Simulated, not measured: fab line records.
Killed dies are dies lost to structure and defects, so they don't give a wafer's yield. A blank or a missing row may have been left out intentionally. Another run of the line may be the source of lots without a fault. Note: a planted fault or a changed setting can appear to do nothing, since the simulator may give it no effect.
fab line records	flow sfq-line
record: lots: 5	wafers: 23
route steps=325 shown L0@7 M0@29 I0@47 M1@69 I1@84 M3@119
start-h: start of the lot's first displayed wafer, in hours after the record's first day	wait-h: hours since the lot's step before	" repeats the value in the row above	L1.1+2: one row covering several wafers at once	- no value, or no start given	* or withheld: withheld	< > ~ a bound
route shown NAME@n: a module of which the file shows steps, and the number in the route of the first	usual: mean/standard deviation taken from wafers without a fault	same: alike in all rows	chamber/n: place in a boat	sites: the reading at each site	_std_site: their standard deviation	_edge_site: the outer-site mean with the inner-site mean subtracted	radius-mm: for every site, how far away it sits from the centre of the wafer	mask NAME#n: copy n	behind: the tool/chamber that last shaped the wafer	hold: cause of the lot's hold/its duration in hours/its outcome	device: whichever transistor did not switch (one of n, p or np)	end of line: the tests these same wafers got at the end of their route	a step without rows: its recipe alone	killed: dies that structure and defects cost at the first sort, which is not the same as the wafer's yield	map: the dies of a wafer, with x for killed, . for not killed, _ for no die there
set.NAME: the setting as run; set.NAME@STEP: as run at that earlier step	model.NAME: the simulator's own value behind a step, which no gauge read
one table per step and one row per wafer, for lots whose settings were changed on purpose
== steps ==
step: SFQ_TRILAYER_L0_LITHO_COAT_005
recipe: resist: KrF	spin-rpm: 3000	resist-thk-nm: 600
lot.wafer	tool	chamber	start-h	wait-h	set.resist-thk-nm	model.KrF_of_TRILAYER_L0_LITHO_COAT_005.thk-nm
L076.1	litho-track-01	0	23.04	0.2	600	599.1
L076.2	"	0	"	"	600	598
L076.3	"	0	"	"	629.3	627
L076.4	"	0	"	"	629.3	627.2
L076.5	"	0	"	"	629.3	627.6
L077.1	litho-track-02	0	28.04	0.2	600	596.7
L077.2	"	0	"	"	600	598.8
L077.4	"	0	"	"	600	598.4
L077.5	"	0	"	"	600	598.2
L077.6	"	0	"	"	600	598.5
L078.1	litho-track-02	0	33.04	0.2	600	600.4
L078.2	"	0	"	"	600	602
L078.3	"	0	"	"	600	601.8
L078.4	"	0	"	"	600	601.6
L078.6	"	0	"	"	600	600.3
L082.2	litho-track-02	0	53.09	0.2	600	602.5
L082.4	"	0	"	"	600	601.8
L082.6	"	0	"	"	600	605.1
L083.2	litho-track-02	0	58.09	0.2	574.2	575
L083.3	"	0	"	"	574.2	574.4
L083.4	"	0	"	"	600	602.1
L083.5	"	0	"	"	574.2	575.1
L083.6	"	0	"	"	600	599.7
step: SFQ_TRILAYER_L0_LITHO_EXPOSE_006
recipe: mask-id: L0	na: 0.6	source-shape: conventional	sigma-outer: 0.65	target-cd-nm: 2000	dose-mj: 14.4
lot.wafer	tool	chamber	start-h	wait-h	mask	set.dose-mj
L076.1+4	krf-scanner-01	0	79.42	-	L0#0	14.4
L076.2+3+5	"	0	"	"	L0#0	14.12
L077.1+2	krf-scanner-01	0	87.82	-	L0#0	14.4
L077.4+5+6	"	0	"	"	L0#0	14.13
L078.1+3	krf-scanner-01	0	91.42	-	L0#0	14.4
L078.2+4+6	"	0	"	"	L0#0	14.67
L082.2+4+6	krf-scanner-01	0	119.22	-	L0#0	14.4
L083.2+3+4+5+6	krf-scanner-01	0	124.02	-	L0#0	14.4
step: SFQ_TRILAYER_L0_LITHO_PEB_008
recipe: peb-temp-c: 115	peb-time-s: 60	resist: KrF
step: SFQ_TRILAYER_L0_LITHO_DEVELOP_007
recipe: time-s: 60	resist: KrF
step: SFQ_TRILAYER_L0_BARC_OPEN_METAL_ETCH_010
recipe: mask-material: PR	chemistry: O2	target-depth-nm: 125	target: BARC	icp-w: 600	bias-w: 80	pressure-mtorr: 10	time-s: 41.7
lot.wafer	tool	chamber	start-h	wait-h	set.resist-thk-nm@TRILAYER_L0_LITHO_COAT_005	model.KrF_of_TRILAYER_L0_LITHO_COAT_005.thk-nm
L076.1	rie-metal-03	0	80.92	0.1	600	521.9
L076.2	"	1	"	"	600	521.8
L076.3	"	0	"	"	629.3	549.5
L076.4	"	1	"	"	629.3	550.4
L076.5	"	1	"	"	629.3	551.5
L077.1	rie-metal-01	0	89.32	0.1	600	519
L077.2	"	1	"	"	600	522.1
L077.4	"	0	"	"	600	520.3
L077.5	"	1	"	"	600	521.9
L077.6	"	0	"	"	600	520.7
L078.1	rie-metal-03	1	92.92	0.1	600	524.2
L078.2	"	0	"	"	600	524.1
L078.3	"	1	"	"	600	525.4
L078.4	"	0	"	"	600	523.9
L078.6	"	0	"	"	600	522.5
L082.2	rie-metal-01	1	120.52	0.1	600	525.3
L082.4	"	0	"	"	600	523.8
L082.6	"	0	"	"	600	526.8
L083.2	rie-metal-01	1	125.32	0.1	574.2	498.3
L083.3	"	1	"	"	574.2	497.6
L083.4	"	0	"	"	600	524.3
L083.5	"	0	"	"	574.2	497.8
L083.6	"	1	"	"	600	522.3
step: SFQ_TRILAYER_L0_ETCH_METAL_ETCH_008
recipe: target: MoNx_KI	stop-on: SiO2	mask-material: PR	chemistry: SF6/O2	target-depth-nm: 50	icp-w: 600	bias-w: 80	pressure-mtorr: 10	time-s: 25
lot.wafer	tool	chamber	start-h	wait-h	set.time-s	set.resist-thk-nm@TRILAYER_L0_LITHO_COAT_005	model.KrF_of_TRILAYER_L0_LITHO_COAT_005.thk-nm
L076.1	rie-metal-03	0	80.98	0.0	23.93	600	481.6
L076.2	"	1	"	"	23.93	600	482.5
L076.3	"	0	"	"	25	629.3	507.5
L076.4	"	1	"	"	23.93	629.3	511.1
L076.5	"	1	"	"	25	629.3	510.3
L077.1	rie-metal-01	0	89.38	0.0	25	600	476.8
L077.2	"	1	"	"	25	600	480.4
L077.4	"	0	"	"	25	600	478.6
L077.5	"	1	"	"	28.67	600	474.5
L077.6	"	0	"	"	28.67	600	472.5
L078.1	rie-metal-03	1	92.98	0.0	25	600	483
L078.2	"	0	"	"	25	600	481.6
L078.3	"	1	"	"	25	600	484.2
L078.4	"	0	"	"	25	600	481.3
L078.6	"	0	"	"	25	600	480.4
L082.2	rie-metal-01	1	120.58	0.0	25	600	483.4
L082.4	"	0	"	"	25	600	481.9
L082.6	"	0	"	"	25	600	484.9
L083.2	rie-metal-01	1	125.38	0.0	25	574.2	456.7
L083.3+5	"	1,0	"	"	25	574.2	456
L083.4	"	0	"	"	25	600	482.1
L083.6	"	1	"	"	25	600	480.9
step: SFQ_TRILAYER_M0_DEP_SPUTTER_019
recipe: material: Nb	base-pressure-pa: 1.33e-06	chamber-pressure-pa: 0.1333	substrate-temp-c: 20	resputter-cathode-voltage-v: 400	target-thk-nm: 200	power-w: 2000	time-s: 133.3
lot.wafer	tool	chamber	start-h	wait-h	set.time-s	model.Nb_of_TRILAYER_M0_DEP_SPUTTER_019.thk-nm
L076.1	pvd-sputter-06	-	168.49	0.0	140.4	206.2
L076.2	"	-	"	"	133.3	203.4
L076.3	"	-	"	"	140.4	212.5
L076.4	"	-	"	"	133.3	200.2
L076.5	"	-	"	"	133.3	201.9
L077.1	pvd-sputter-03	-	177.49	0.0	133.3	201.4
L077.2	"	-	"	"	133.3	199.4
L077.4	"	-	"	"	119.1	182.7
L077.5	"	-	"	"	133.3	204.8
L077.6	"	-	"	"	119.1	179.6
L078.1	pvd-sputter-04	-	182.89	0.0	133.3	197.8
L078.2	"	-	"	"	151.7	225.7
L078.3	"	-	"	"	151.7	229.6
L078.4	"	-	"	"	133.3	195.6
L078.6	"	-	"	"	133.3	201.1
L082.2	pvd-sputter-03	-	220.24	0.0	133.3	196.1
L082.4	"	-	"	"	133.3	201.3
L082.6	"	-	"	"	133.3	200.4
L083.2	pvd-sputter-04	-	223.84	0.0	133.3	198.7
L083.3	"	-	"	"	119.6	178.3
L083.4	"	-	"	"	119.6	174.3
L083.5	"	-	"	"	119.6	182.1
L083.6	"	-	"	"	133.3	195.9
step: SFQ_M0_RS_MEAS_904
recipe: thk-meas-gauge: four-point-probe	reads: Nb_of_TRILAYER_M0_DEP_SPUTTER_019
usual: M0_NB_RS: 0.890/0.012
lot.wafer	tool	chamber	start-h	wait-h	set.time-s@TRILAYER_M0_DEP_SPUTTER_019	M0_NB_RS[ohm/sq]
L076.1	film-metro-03	-	168.58	0.0	140.4	0.864
L076.2	"	-	"	"	133.3	0.875
L076.3	"	-	"	"	140.4	0.836
L076.4	"	-	"	"	133.3	0.890
L076.5	"	-	"	"	133.3	0.882
L077.1	film-metro-03	-	177.58	0.0	133.3	0.884
L077.2	"	-	"	"	133.3	0.895
L077.4	"	-	"	"	119.1	0.976
L077.5	"	-	"	"	133.3	0.870
L077.6	"	-	"	"	119.1	0.991
L078.1	film-metro-04	-	182.98	0.0	133.3	0.899
L078.2	"	-	"	"	151.7	0.787
L078.3	"	-	"	"	151.7	0.771
L078.4	"	-	"	"	133.3	0.910
L078.6	"	-	"	"	133.3	0.884
L082.2	film-metro-03	-	220.35	0.1	133.3	0.909
L082.4	"	-	"	"	133.3	0.884
L082.6	"	-	"	"	133.3	0.889
L083.2	film-metro-04	-	223.95	0.1	133.3	0.896
L083.3	"	-	"	"	119.6	0.996
L083.4	"	-	"	"	119.6	1.022
L083.5	"	-	"	"	119.6	0.975
L083.6	"	-	"	"	133.3	0.906
step: SFQ_TRILAYER_M0_LITHO_COAT_026
recipe: resist: BARC	spin-rpm: 3000	resist-thk-nm: 62
step: SFQ_TRILAYER_M0_BARC_OPEN_METAL_ETCH_031
recipe: mask-material: PR	chemistry: O2	target-depth-nm: 125	target: BARC	icp-w: 600	bias-w: 78.34	pressure-mtorr: 10	time-s: 41.7
step: SFQ_TRILAYER_M0_ETCH_METAL_ETCH_024
recipe: target: Nb	stop-on: SiO2	mask-material: PR	chemistry: Cl2/Ar	target-depth-nm: 240	icp-w: 600	bias-w: 80	pressure-mtorr: 10	time-s: 120
usual: oes-product-au: 0.895/0.0083
lot.wafer	tool	chamber	start-h	wait-h	set.time-s@TRILAYER_M0_DEP_SPUTTER_019	oes-product-au
L076.1	rie-metal-01	1	268.61	0.0	140.4	0.913
L076.2	"	0	"	"	133.3	0.900
L076.3	"	1	"	"	140.4	0.923
L076.4	"	0	"	"	133.3	0.896
L076.5	"	1	"	"	133.3	0.902
L077.1	rie-metal-02	0	284.21	0.0	133.3	0.902
L077.2	"	1	"	"	133.3	0.893
L077.4	"	0	"	"	119.1	0.855
L077.5	"	0	"	"	133.3	0.900
L077.6	"	1	"	"	119.1	0.836
L078.1	rie-metal-04	1	292.61	0.0	133.3	0.897
L078.2	"	0	"	"	151.7	0.962
L078.3	"	1	"	"	151.7	0.966
L078.4	"	0	"	"	133.3	0.890
L078.6	"	0	"	"	133.3	0.901
L082.2	rie-metal-04	0	336.94	0.0	133.3	0.881
L082.4	"	1	"	"	133.3	0.893
L082.6	"	1	"	"	133.3	0.900
L083.2	rie-metal-02	1	340.54	0.0	133.3	0.880
L083.3	"	1	"	"	119.6	0.838
L083.4	"	0	"	"	119.6	0.826
L083.5	"	0	"	"	119.6	0.845
L083.6	"	1	"	"	133.3	0.882
step: SFQ_TRILAYER_I0_VIA_LITHO_COAT_036
recipe: resist: BARC	spin-rpm: 3000	resist-thk-nm: 62
lot.wafer	tool	chamber	start-h	wait-h	set.spin-rpm	model.BARC_of_TRILAYER_I0_VIA_LITHO_COAT_036.thk-nm
L076.1	litho-track-04	0	274.61	1.0	3135	60.45
L076.2	"	0	"	"	3135	60.53
L076.3	"	0	"	"	3000	61.97
L076.4	"	0	"	"	3000	61.9
L076.5	"	0	"	"	3135	60.51
L077.1	litho-track-04	0	289.51	1.0	3000	61.96
L077.2	"	0	"	"	2941	62.77
L077.4	"	0	"	"	3000	61.98
L077.5	"	0	"	"	2941	62.63
L077.6	"	0	"	"	2941	62.57
L078.1+4	litho-track-03	0	297.91	1.0	3000	62.03
L078.2	"	0	"	"	3000	62.12
L078.3	"	0	"	"	3000	61.98
L078.6	"	0	"	"	3000	62.16
L082.2	litho-track-04	0	347.09	0.8	3000	62.19
L082.4	"	0	"	"	3000	62.22
L082.6	"	0	"	"	3000	61.97
L083.2	litho-track-04	0	350.09	0.8	3000	62.29
L083.3	"	0	"	"	3000	62.24
L083.4	"	0	"	"	3000	62.11
L083.5	"	0	"	"	3133	60.87
L083.6	"	0	"	"	3133	60.85
step: SFQ_TRILAYER_I0_VIA_LITHO_PEB_034
recipe: peb-temp-c: 115	peb-time-s: 60	resist: KrF
lot.wafer	tool	chamber	start-h	wait-h	set.peb-time-s
L076.1+4+5	litho-track-01	0	392.62	1.0	60
L076.2+3	"	0	"	"	66.12
L077.1+2+4+5+6	litho-track-03	0	407.02	1.0	60
L078.1+3+4	litho-track-04	0	413.02	1.0	62.54
L078.2+6	"	0	"	"	60
L082.2+4+6	litho-track-03	0	478.97	0.8	60
L083.2+3	litho-track-03	0	486.17	0.8	60
L083.4+5+6	"	0	"	"	56.5
step: SFQ_TRILAYER_I0_VIA_LITHO_DEVELOP_033
recipe: time-s: 60	resist: KrF
step: SFQ_TRILAYER_I0_VIA_BARC_OPEN_VIA_ETCH_046
recipe: mask-material: PR	chemistry: O2	target-depth-nm: 125	target: BARC	source-w: 500	bias-w: 80	pressure-mtorr: 30	time-s: 41.7
lot.wafer	tool	chamber	start-h	wait-h	set.peb-time-s@TRILAYER_I0_VIA_LITHO_PEB_034	model.I0.cd-nm
L076.1	rie-diel-01	3	392.95	0.0	60	502.1
L076.2	"	0	"	"	66.12	514
L076.3	"	2	"	"	66.12	513.9
L076.4	"	1	"	"	60	500.7
L076.5	"	1	"	"	60	500
L077.1	rie-diel-04	3	407.35	0.0	60	499.7
L077.2	"	1	"	"	60	500.4
L077.4	"	1	"	"	60	500.8
L077.5	"	3	"	"	60	499.8
L077.6	"	2	"	"	60	499
L078.1	rie-diel-04	1	413.35	0.0	62.54	507.3
L078.2	"	3	"	"	60	499.5
L078.3	"	2	"	"	62.54	507
L078.4	"	1	"	"	62.54	508.3
L078.6	"	2	"	"	60	500.4
L082.2	rie-diel-02	2	479.28	0.0	60	500.8
L082.4	"	3	"	"	60	499.2
L082.6	"	3	"	"	60	501
L083.2	rie-diel-01	1	486.48	0.0	60	500.7
L083.3	"	2	"	"	60	501
L083.4	"	3	"	"	56.5	491.9
L083.5	"	0	"	"	56.5	493.2
L083.6	"	3	"	"	56.5	491.2
step: SFQ_TRILAYER_M1_BARC_OPEN_METAL_ETCH_054
recipe: mask-material: PR	chemistry: O2	target-depth-nm: 125	target: BARC	icp-w: 600	bias-w: 80	pressure-mtorr: 10	time-s: 41.7
lot.wafer	tool	chamber	start-h	wait-h	set.time-s	model.KrF_of_TRILAYER_M1_LITHO_COAT_039.thk-nm
L076.1	rie-metal-01	0	543.26	0.0	41.7	518.3
L076.2	"	1	"	"	38.23	524.3
L076.3	"	0	"	"	41.7	519.6
L076.4	"	1	"	"	38.23	523.6
L076.5	"	0	"	"	41.7	520.4
L077.1	rie-metal-03	1	564.18	0.0	41.7	517.8
L077.2	"	0	"	"	39.6	521.1
L077.4	"	1	"	"	39.6	522.3
L077.5	"	0	"	"	41.7	517.5
L077.6	"	1	"	"	39.6	520.6
L078.1	rie-metal-01	0	571.38	0.0	41.7	521.2
L078.2	"	0	"	"	41.7	521.5
L078.3	"	0	"	"	47.29	511.7
L078.4	"	0	"	"	41.7	520.2
L078.6	"	0	"	"	47.29	515.2
L082.2	rie-metal-04	0	633.78	0.0	41.7	523.1
L082.4	"	1	"	"	41.7	522.2
L082.6	"	1	"	"	41.7	521
L083.2	rie-metal-03	0	638.58	0.0	41.7	523.1
L083.3	"	1	"	"	41.7	523.7
L083.4+6	"	0,1	"	"	41.7	522.7
L083.5	"	0	"	"	41.7	523
step: SFQ_TRILAYER_I1_VIA_BARC_OPEN_VIA_ETCH_071
recipe: mask-material: PR	chemistry: O2	target-depth-nm: 125	target: BARC	source-w: 500	bias-w: 80	pressure-mtorr: 30	time-s: 41.7
lot.wafer	tool	chamber	start-h	wait-h	set.time-s	model.KrF_of_TRILAYER_I1_VIA_LITHO_COAT_049.thk-nm
L076.1	rie-diel-02	3	703.69	0.0	47.04	564.8
L076.2	"	0	"	"	41.7	573.8
L076.3	"	1	"	"	47.04	567.4
L076.4	"	2	"	"	41.7	573.4
L076.5	"	3	"	"	41.7	571.4
L077.1	rie-diel-04	2	722.89	0.0	41.7	574
L077.2	"	1	"	"	41.7	574.2
L077.4	"	3	"	"	41.7	577.2
L077.5	"	0	"	"	41.7	575.5
L077.6	"	3	"	"	41.7	575.9
L078.1	rie-diel-03	0	732.61	0.0	45.68	565.6
L078.2	"	2	"	"	41.7	573.6
L078.3	"	3	"	"	41.7	571.4
L078.4	"	0	"	"	45.68	564.5
L078.6	"	3	"	"	41.7	570.9
L082.2	rie-diel-04	0	796.21	0.0	41.7	574.1
L082.4	"	1	"	"	41.7	572.2
L082.6	"	3	"	"	41.7	571.4
L083.2	rie-diel-02	2	802.21	0.0	41.7	572
L083.3	"	0	"	"	38.31	576.9
L083.4	"	1	"	"	38.31	576.8
L083.5	"	2	"	"	41.7	576.3
L083.6	"	0	"	"	41.7	574.2
step: SFQ_TRILAYER_M3_DEP_SPUTTER_073
recipe: material: Nb	base-pressure-pa: 1.33e-06	chamber-pressure-pa: 0.1333	substrate-temp-c: 20	resputter-cathode-voltage-v: 400	target-thk-nm: 200	power-w: 2000	time-s: 133.3
lot.wafer	tool	chamber	start-h	wait-h	set.time-s	model.Nb_of_TRILAYER_M3_DEP_SPUTTER_073.thk-nm
L076.1	pvd-sputter-05	-	1019.14	0.0	133.3	201.2
L076.2	"	-	"	"	124.9	190.5
L076.3	"	-	"	"	124.9	184.6
L076.4	"	-	"	"	133.3	199.1
L076.5	"	-	"	"	133.3	200.3
L077.1	pvd-sputter-05	-	1038.34	0.0	133.3	199.3
L077.2	"	-	"	"	149.2	223
L077.4	"	-	"	"	133.3	198.1
L077.5	"	-	"	"	149.2	222.2
L077.6	"	-	"	"	149.2	223.2
L078.1	pvd-sputter-06	-	1046.74	0.0	133.3	201.7
L078.2	"	-	"	"	138.4	207.7
L078.3	"	-	"	"	133.3	203.6
L078.4	"	-	"	"	138.4	208.3
L078.6	"	-	"	"	138.4	207.3
L082.2	pvd-sputter-05	-	1096.61	0.0	133.3	198.7
L082.4	"	-	"	"	133.3	195.4
L082.6	"	-	"	"	133.3	199.5
L083.2	pvd-sputter-03	-	1102.44	0.0	114.4	169.3
L083.3	"	-	"	"	133.3	201
L083.4	"	-	"	"	114.4	169.8
L083.5	"	-	"	"	133.3	200.7
L083.6	"	-	"	"	133.3	198.3
step: SFQ_M3_RS_MEAS_919
recipe: thk-meas-gauge: four-point-probe	reads: Nb_of_TRILAYER_M3_DEP_SPUTTER_073
usual: M3_NB_RS: 0.891/0.0097
lot.wafer	tool	chamber	start-h	wait-h	set.time-s@TRILAYER_M3_DEP_SPUTTER_073	M3_NB_RS[ohm/sq]
L076.1	film-metro-01	-	1019.23	0.0	133.3	0.885
L076.2	"	-	"	"	124.9	0.934
L076.3	"	-	"	"	124.9	0.965
L076.4	"	-	"	"	133.3	0.893
L076.5	"	-	"	"	133.3	0.889
L077.1	film-metro-03	-	1038.43	0.0	133.3	0.892
L077.2	"	-	"	"	149.2	0.797
L077.4	"	-	"	"	133.3	0.899
L077.5	"	-	"	"	149.2	0.800
L077.6	"	-	"	"	149.2	0.797
L078.1	film-metro-03	-	1046.83	0.0	133.3	0.883
L078.2	"	-	"	"	138.4	0.858
L078.3	"	-	"	"	133.3	0.875
L078.4	"	-	"	"	138.4	0.854
L078.6	"	-	"	"	138.4	0.859
L082.2	film-metro-01	-	1096.72	0.1	133.3	0.895
L082.4	"	-	"	"	133.3	0.911
L082.6	"	-	"	"	133.3	0.892
L083.2	film-metro-03	-	1102.55	0.1	114.4	1.053
L083.3	"	-	"	"	133.3	0.886
L083.4	"	-	"	"	114.4	1.052
L083.5	"	-	"	"	133.3	0.887
L083.6	"	-	"	"	133.3	0.901
step: SFQ_TRILAYER_M3_BARC_OPEN_METAL_ETCH_100
recipe: mask-material: PR	chemistry: O2	target-depth-nm: 125	target: BARC	icp-w: 600	bias-w: 80	pressure-mtorr: 10	time-s: 41.7
lot.wafer	tool	chamber	start-h	wait-h	set.time-s	model.KrF_of_TRILAYER_M3_LITHO_COAT_075.thk-nm
L076.1	rie-metal-03	0	1021.70	0.0	38.75	523.1
L076.2	"	1	"	"	41.7	-
L076.3	"	1	"	"	38.75	-
L076.4	"	0	"	"	41.7	520.2
L076.5	"	0	"	"	41.7	522.7
L077.1	rie-metal-04	0	1042.10	0.0	41.7	521.2
L077.2	"	1	"	"	36.91	-
L077.4	"	1	"	"	36.91	525.5
L077.5+6	"	1,0	"	"	41.7	-
L078.1	rie-metal-01	0	1050.15	0.0	41.7	521.7
L078.2	"	1	"	"	41.7	519.4
L078.3	"	0	"	"	45.83	516.3
L078.4	"	1	"	"	45.83	513.7
L078.6	"	1	"	"	41.7	520.3
L082.2+4	rie-metal-01	0	1238.71	0.0	41.7	519.4
L082.6	"	1	"	"	41.7	518.3
L083.2+4	rie-metal-01	1,0	1246.04	0.0	37.39	-
L083.3	"	1	"	"	41.7	522.7
L083.5	"	1	"	"	41.7	525.1
L083.6	"	0	"	"	37.39	529
step: SFQ_TRILAYER_M3_ETCH_METAL_ETCH_078
recipe: target: Nb	stop-on: SiO2	mask-material: PR	chemistry: Cl2/Ar	target-depth-nm: 240	icp-w: 600	bias-w: 80	pressure-mtorr: 10	time-s: 120
usual: oes-product-au: 0.894/0.0073
lot.wafer	tool	chamber	start-h	wait-h	set.time-s@TRILAYER_M3_DEP_SPUTTER_073	oes-product-au
L076.1	rie-metal-03	0	1021.76	0.0	133.3	0.896
L076.2	"	1	"	"	124.9	0.868
L076.3	"	1	"	"	124.9	0.857
L076.4	"	0	"	"	133.3	0.893
L076.5	"	0	"	"	133.3	0.898
L077.1	rie-metal-04	0	1042.16	0.0	133.3	0.896
L077.2	"	1	"	"	149.2	0.957
L077.4	"	1	"	"	133.3	0.885
L077.5	"	1	"	"	149.2	0.956
L077.6	"	0	"	"	149.2	0.955
L078.1	rie-metal-01	0	1050.21	0.0	133.3	0.896
L078.2	"	1	"	"	138.4	0.913
L078.3	"	0	"	"	133.3	0.901
L078.4	"	1	"	"	138.4	0.916
L078.6	"	1	"	"	138.4	0.909
L082.2	rie-metal-01	0	1238.77	0.0	133.3	0.887
L082.4	"	0	"	"	133.3	0.882
L082.6	"	1	"	"	133.3	0.900
L083.2	rie-metal-01	1	1246.10	0.0	114.4	0.800
L083.3	"	1	"	"	133.3	0.892
L083.4	"	0	"	"	114.4	0.816
L083.5	"	1	"	"	133.3	0.895
L083.6	"	0	"	"	133.3	0.887
== key ==
split: step: SFQ_TRILAYER_L0_LITHO_COAT_005	setting: resist-thk-nm	stated: 600	by: wafer
response: step: SFQ_TRILAYER_L0_LITHO_COAT_005	reading: model.KrF_of_TRILAYER_L0_LITHO_COAT_005.thk-nm	change: +5.96	per: 1%	r: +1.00
response: step: SFQ_TRILAYER_L0_BARC_OPEN_METAL_ETCH_010	reading: model.KrF_of_TRILAYER_L0_LITHO_COAT_005.thk-nm	change: +5.88	per: 1%	r: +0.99
response: step: SFQ_TRILAYER_L0_ETCH_METAL_ETCH_008	reading: model.KrF_of_TRILAYER_L0_LITHO_COAT_005.thk-nm	change: +5.74	per: 1%	r: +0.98
split: step: SFQ_TRILAYER_L0_LITHO_EXPOSE_006	setting: dose-mj	stated: 14.4	by: wafer
response none clear
split: step: SFQ_TRILAYER_L0_ETCH_METAL_ETCH_008	setting: time-s	stated: 25	by: wafer
response none clear
split: step: SFQ_TRILAYER_M0_DEP_SPUTTER_019	setting: time-s	stated: 133.3	by: wafer
response: step: SFQ_TRILAYER_M0_DEP_SPUTTER_019	reading: model.Nb_of_TRILAYER_M0_DEP_SPUTTER_019.thk-nm	change: +1.97	per: 1%	r: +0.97
response: step: SFQ_M0_RS_MEAS_904	reading: M0_NB_RS	change: -0.00886	per: 1%	r: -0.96
response: step: SFQ_TRILAYER_M0_ETCH_METAL_ETCH_024	reading: oes-product-au	change: +0.0047	per: 1%	r: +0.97
split: step: SFQ_TRILAYER_I0_VIA_LITHO_COAT_036	setting: spin-rpm	stated: 3000	by: wafer
response: step: SFQ_TRILAYER_I0_VIA_LITHO_COAT_036	reading: model.BARC_of_TRILAYER_I0_VIA_LITHO_COAT_036.thk-nm	change: -0.316	per: 1%	r: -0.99
split: step: SFQ_TRILAYER_I0_VIA_LITHO_PEB_034	setting: peb-time-s	stated: 60	by: wafer
response: step: SFQ_TRILAYER_I0_VIA_BARC_OPEN_VIA_ETCH_046	reading: model.I0.cd-nm	change: +1.39	per: 1%	r: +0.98
split: step: SFQ_TRILAYER_M1_BARC_OPEN_METAL_ETCH_054	setting: time-s	stated: 41.7	by: wafer
response: step: SFQ_TRILAYER_M1_BARC_OPEN_METAL_ETCH_054	reading: model.KrF_of_TRILAYER_M1_LITHO_COAT_039.thk-nm	change: -0.576	per: 1%	r: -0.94
split: step: SFQ_TRILAYER_I1_VIA_BARC_OPEN_VIA_ETCH_071	setting: time-s	stated: 41.7	by: wafer
response: step: SFQ_TRILAYER_I1_VIA_BARC_OPEN_VIA_ETCH_071	reading: model.KrF_of_TRILAYER_I1_VIA_LITHO_COAT_049.thk-nm	change: -0.543	per: 1%	r: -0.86
split: step: SFQ_TRILAYER_M3_DEP_SPUTTER_073	setting: time-s	stated: 133.3	by: wafer
response: step: SFQ_TRILAYER_M3_DEP_SPUTTER_073	reading: model.Nb_of_TRILAYER_M3_DEP_SPUTTER_073.thk-nm	change: +2.06	per: 1%	r: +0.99
response: step: SFQ_M3_RS_MEAS_919	reading: M3_NB_RS	change: -0.00984	per: 1%	r: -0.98
response: step: SFQ_TRILAYER_M3_ETCH_METAL_ETCH_078	reading: oes-product-au	change: +0.0056	per: 1%	r: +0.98
split: step: SFQ_TRILAYER_M3_BARC_OPEN_METAL_ETCH_100	setting: time-s	stated: 41.7	by: wafer
response: step: SFQ_TRILAYER_M3_BARC_OPEN_METAL_ETCH_100	reading: model.KrF_of_TRILAYER_M3_LITHO_COAT_075.thk-nm	change: -0.458	per: 1%	r: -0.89
